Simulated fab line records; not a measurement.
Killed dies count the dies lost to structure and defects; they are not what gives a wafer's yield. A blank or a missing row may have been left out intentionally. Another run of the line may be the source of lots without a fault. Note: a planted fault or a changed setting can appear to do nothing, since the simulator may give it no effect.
Which tool was responsible? :: flow gf180mcu :: 6 lots, 18 wafers sampled, at 2 steps of a route of 602

== WHAT THE GAUGES SHOWED, per wafer ==
GF_V1_THK_MEAS_03.
lot: L254
measured: day 18 18:07
on: film metro-04
V1_CVD_02_THK (nm): 860 848 852

lot: L258
measured: day 20 05:11
on: film metro-01
V1_CVD_02_THK (nm): 836 836 847

lot: L266
measured: day 23 03:08
on: film metro-04
V1_CVD_02_THK (nm): 372 393 836

lot: L270
measured: day 24 11:11
on: film metro-04
V1_CVD_02_THK (nm): 832 836 851

lot: L272
measured: day 24 21:35
on: film metro-04
V1_CVD_02_THK (nm): 836 861 847

lot: L275
measured: day 25 20:36
on: film metro-03
V1_CVD_02_THK (nm): 848 855 861

== EACH LOT AND THE TOOL THAT RAN IT (in order: tool; ch and the chambers of the sampled wafers; start) ==
lot: L254
GF_V1_CVD_02: pecvd-01 ch 0,1,2, day 18 18:03

lot: L258
GF_V1_CVD_02: pecvd-03 ch 0,2, day 20 05:07

lot: L266
GF_V1_CVD_02: pecvd-01 ch 0,1,2, day 23 03:03

lot: L270
GF_V1_CVD_02: pecvd-03 ch 0,2, day 24 11:07

lot: L272
GF_V1_CVD_02: pecvd-04 ch 0,1, day 24 21:31

lot: L275
GF_V1_CVD_02: pecvd-04 ch 1,2, day 25 20:32
- GF_V1_CVD_02: deposits SiO2 from TEOS, target thk 850 nm, time 94.851 s.

== THE ANSWER, worked out from the rows above alone ==
Rule: what is usual is taken from the lots themselves. The widest of any qualifying gaps counts: lots, ordered by their means at a reading, are off when they make up no more than a third of the lots, leave a main group of 4 or more, and stand apart from it by 3 or more times the standard deviation of that group's means. Not used: any main group whose means are identical at the precision the tables above print for the reading. Also off: a lot with no number at a reading for which 4 or more lots have one. The other lots that the step has rows for count as sound.
Off: L266, at GF_V1_THK_MEAS_03 (V1_CVD_02_THK). The main group has a mean of 847 nm with a standard deviation of 6.4.
A tool fits if, at a process step before that reading, it ran every lot that is off, and no sound lot after the first of them. The gauges at GF_V1_THK_MEAS_03 are tried like those tools. One fits: GF_V1_CVD_02 on pecvd-01. Its last sound lot is L254 (day 18 18:03), its first lot that is off L266 (day 23 03:03): a fault that began between those two fits.

== WHAT THE SIMULATOR HAD INSERTED ==
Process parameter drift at GF_V1_CVD_02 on pecvd-01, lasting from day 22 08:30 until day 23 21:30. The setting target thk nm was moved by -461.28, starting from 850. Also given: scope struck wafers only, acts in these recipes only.
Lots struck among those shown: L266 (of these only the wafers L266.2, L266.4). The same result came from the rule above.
